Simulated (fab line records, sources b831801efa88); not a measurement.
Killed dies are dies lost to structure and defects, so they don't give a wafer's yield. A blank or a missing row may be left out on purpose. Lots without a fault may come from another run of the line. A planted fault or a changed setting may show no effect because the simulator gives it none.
Tool commonality check | flow gf180mcu | 15 lots, 45 wafers sampled

WHY IT WAS OPENED
At GF_VT_IMPLANT_TW_MEAS_43 the reading VT_IMPLANT_4_TW is flagged on 3 of 15 lots. Wafers without a fault read 686, standard deviation 5.4.
Rule: a lot is flagged when every wafer of it that has a number lies more than 4 standard deviations from that mean, or none has a number. The other lots count as sound.

lot  | measured     | on            | VT_IMPLANT_4_TW, wafer by wafer | flag
L293 | day 7 11:50  | film_metro-02 | 689 687 686                     |
L294 | day 7 17:40  | film_metro-03 | 690 687 690                     |
L295 | day 8 00:38  | film_metro-03 | 691 692 694                     |
L296 | day 8 07:32  | film_metro-01 | 671 674 676                     |
L298 | day 8 22:23  | film_metro-02 | 687 687 688                     |
L299 | day 9 02:17  | film_metro-01 | 680 678 677                     |
L300 | day 9 10:04  | film_metro-03 | 857 859 853                     | FLAGGED
L301 | day 9 17:57  | film_metro-01 | 677 676 675                     |
L302 | day 9 23:32  | film_metro-03 | 862 859 858                     | FLAGGED
L303 | day 10 08:50 | film_metro-03 | 691 689 690                     |
L306 | day 11 05:14 | film_metro-01 | 682 683 682                     |
L308 | day 11 19:01 | film_metro-02 | 849 851 852                     | FLAGGED
L312 | day 12 23:00 | film_metro-01 | 683 686 684                     |
L313 | day 13 03:52 | film_metro-02 | 682 684 681                     |
L315 | day 13 18:31 | film_metro-02 | 688 686 683                     |
The numbers of the flagged lots are 856 on average: +170 against the usual, or +31 standard deviations.

WHICH TOOL RAN EACH LOT
The record holds 1 process step before the reading, out of a route of 602 steps. In each cell: the tool, then ch and the chambers that the sampled wafers went through, then the start.
lot  | flag    | GF_VT_IMPLANT_IMPLANT_41
L293 |         | implanter-01 ch 0, day 7 11:33
L294 |         | implanter-04 ch 0, day 7 17:25
L295 |         | implanter-01 ch 0, day 8 00:23
L296 |         | implanter-04 ch 0, day 8 07:14
L298 |         | implanter-04 ch 0, day 8 22:08
L299 |         | implanter-01 ch 0, day 9 02:02
L300 | FLAGGED | implanter-01 ch 0, day 9 09:29
L301 |         | implanter-02 ch 0, day 9 17:42
L302 | FLAGGED | implanter-02 ch 0, day 9 22:50
L303 |         | implanter-02 ch 0, day 10 08:35
L306 |         | implanter-02 ch 0, day 11 04:59
L308 | FLAGGED | implanter-04 ch 0, day 11 18:20
L312 |         | implanter-04 ch 0, day 12 22:46
L313 |         | implanter-02 ch 0, day 13 03:39
L315 |         | implanter-02 ch 0, day 13 18:16
What these steps do:
- GF_VT_IMPLANT_IMPLANT_41
- GF_VT_IMPLANT_TW_MEAS_43

FLAGGED OVER TOTAL, TOOL BY TOOL (the gauges that took the reading come last)
step                     | tool          | lots run | flagged | share of the flagged lots | sound lots run after its first flagged lot
GF_VT_IMPLANT_IMPLANT_41 | implanter-01  | 4        | 1       | some                      | 0
GF_VT_IMPLANT_IMPLANT_41 | implanter-02  | 6        | 1       | some                      | 4 (L303,L306,L313,L315)
GF_VT_IMPLANT_IMPLANT_41 | implanter-04  | 5        | 1       | some                      | 1 (L312)
GF_VT_IMPLANT_TW_MEAS_43 | film_metro-01 | 5        | 0       | none                      | -
GF_VT_IMPLANT_TW_MEAS_43 | film_metro-02 | 5        | 1       | some                      | 2 (L313,L315)
GF_VT_IMPLANT_TW_MEAS_43 | film_metro-03 | 5        | 2       | some                      | 1 (L303)

WHAT THE TABLE ALLOWS
No row of the table ran every flagged lot.

WHAT THE SIMULATOR HAD PUT IN
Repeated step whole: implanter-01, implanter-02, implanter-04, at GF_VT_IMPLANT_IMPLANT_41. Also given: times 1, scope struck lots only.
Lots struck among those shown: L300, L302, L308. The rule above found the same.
